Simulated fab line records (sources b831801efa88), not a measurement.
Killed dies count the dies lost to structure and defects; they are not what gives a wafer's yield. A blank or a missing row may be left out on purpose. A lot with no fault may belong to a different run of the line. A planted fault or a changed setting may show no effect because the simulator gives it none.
A single fault, viewed from 2 desks / flow sky130 / only its own numbers are on each desk; what lay behind them is given at the end

FROM THE METROLOGY DESK
Means of the sampled wafers that have a number, per lot and without regard to the tool the lot ran on: this is what the gauges read. Marked OUT: a lot whose mean sits more than 4 standard deviations from the usual mean, which makes it out of limits; the brackets give that distance.
Columns: A = PWDE_OVL at SKY_PWDE_OVL_MEAS_07, usual 0.9 nm; B = VT_ADJUST_LVTN_OVL at SKY_VT_ADJUST_LVTN_OVL_MEAS_07, usual 1.2 nm; C = VT_ADJUST_LVTN_01_OVL at SKY_VT_ADJUST_LVTN_OVL_MEAS_18, usual -0.4 nm
lot=L751; first seen here=day 4 05:44; A=2.3; B=1.0; C=2.6
lot=L752; first seen here=day 4 07:43; A=0.3; B=0.3; C=-2.2
lot=L755; first seen here=day 5 00:56; A=-0.1; B=1.2; C=-0.5
lot=L756; first seen here=day 5 01:19; A=1.4; B=2.8; C=-2.6
lot=L757; first seen here=day 5 05:49; A=0.9; B=1.3; C=-0.8
lot=L760; first seen here=day 5 22:59; A=0.7; B=2.0; C=0.3
lot=L761; first seen here=day 6 04:13; A=2.1; B=2.9; C=2.4
lot=L763; first seen here=day 6 17:16; A=-0.4; B=-1.1; C=0.1
lot=L764; first seen here=day 7 01:11; A=0.1; B=2.4; C=-1.6
lot=L765; first seen here=day 7 04:37; A=2.3; B=1.0; C=-1.0
lot=L766; first seen here=day 7 11:01; A=-0.6; B=1.0; C=-1.0
lot=L768; first seen here=day 7 22:02; A=2.6; B=2.1; C=1.2
lot=L773; first seen here=day 9 13:14; A=0.9; B=0.6; C=-1.5
lot=L774; first seen here=day 9 13:35; A=-1.4; B=-0.1; C=-1.5
This desk found nothing out of limits on any of the 14 lots.

THE TOOL OWNER'S DESK: plasma-asher-01
The tool's own readings at SKY_VT_ADJUST_HVTP_STRIP_10 (strips in O2/N2): means of the sampled wafers that have a number, for each lot that ran on this tool. Marked OUT: a lot whose mean sits more than 4 standard deviations from the usual mean, which makes it out of limits; the brackets give that distance.
Columns: A = chamber-pressure-mTorr at SKY_VT_ADJUST_HVTP_STRIP_10, usual 1500.0 mTorr; B = drypump-motor-current-A at SKY_VT_ADJUST_HVTP_STRIP_10, usual 6.1 A; C = oes-product-au at SKY_VT_ADJUST_HVTP_STRIP_10, usual 0.716 a.u.; D = strip-time-to-endpoint-s at SKY_VT_ADJUST_HVTP_STRIP_10, usual 14.17 s
lot=L756; first seen here=day 7 12:08; A=1499.6; B=6.6; C=0.719; D=14.17
lot=L760; first seen here=day 8 11:25; A=1499.5; B=5.8; C=0.717; D=14.14
lot=L761; first seen here=day 8 15:37; A=1499.4; B=6.1; C=0.717; D=14.13
lot=L763; first seen here=day 9 08:23; A=1799.9 (+99 or more) OUT; B=6.3; C=0.742 (+5.8) OUT; D=13.57 (-18) OUT
lot=L764; first seen here=day 9 15:55; A=1802.2 (+99 or more) OUT; B=6.3; C=0.739 (+5.0) OUT; D=13.64 (-16) OUT
lot=L766; first seen here=day 10 02:22; A=1799.1 (+99 or more) OUT; B=6.6; C=0.735 (+4.3) OUT; D=13.65 (-15) OUT
lot=L774; first seen here=day 12 13:29; A=1500.3; B=6.6; C=0.716; D=14.18
This desk finds L763, L764, L766 out of limits, L763 being first, at day 9 08:23 (chamber-pressure-mTorr at SKY_VT_ADJUST_HVTP_STRIP_10). L756, L760, L761, L774: within limits.

ALL TOGETHER
On L763, L764, L766, at day 9 08:23, an alarm was possible from the tool owner's desk.
At the metrology desk, nothing out of limits was observed.
The metrology desk holds a record of L763, L764, L766, inside its limits.
On plasma-asher-01, each named lot ran SKY_VT_ADJUST_HVTP_STRIP_10.

WHAT WAS PUT IN BY THE SIMULATOR
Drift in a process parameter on plasma-asher-01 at SKY_VT_ADJUST_HVTP_STRIP_10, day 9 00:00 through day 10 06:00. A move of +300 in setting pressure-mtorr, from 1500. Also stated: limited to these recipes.
Struck lots among those shown: L763, L764, L766.
Time in hours from fault onset to the first out-of-limits reading at each desk: the tool owner's desk, 8.
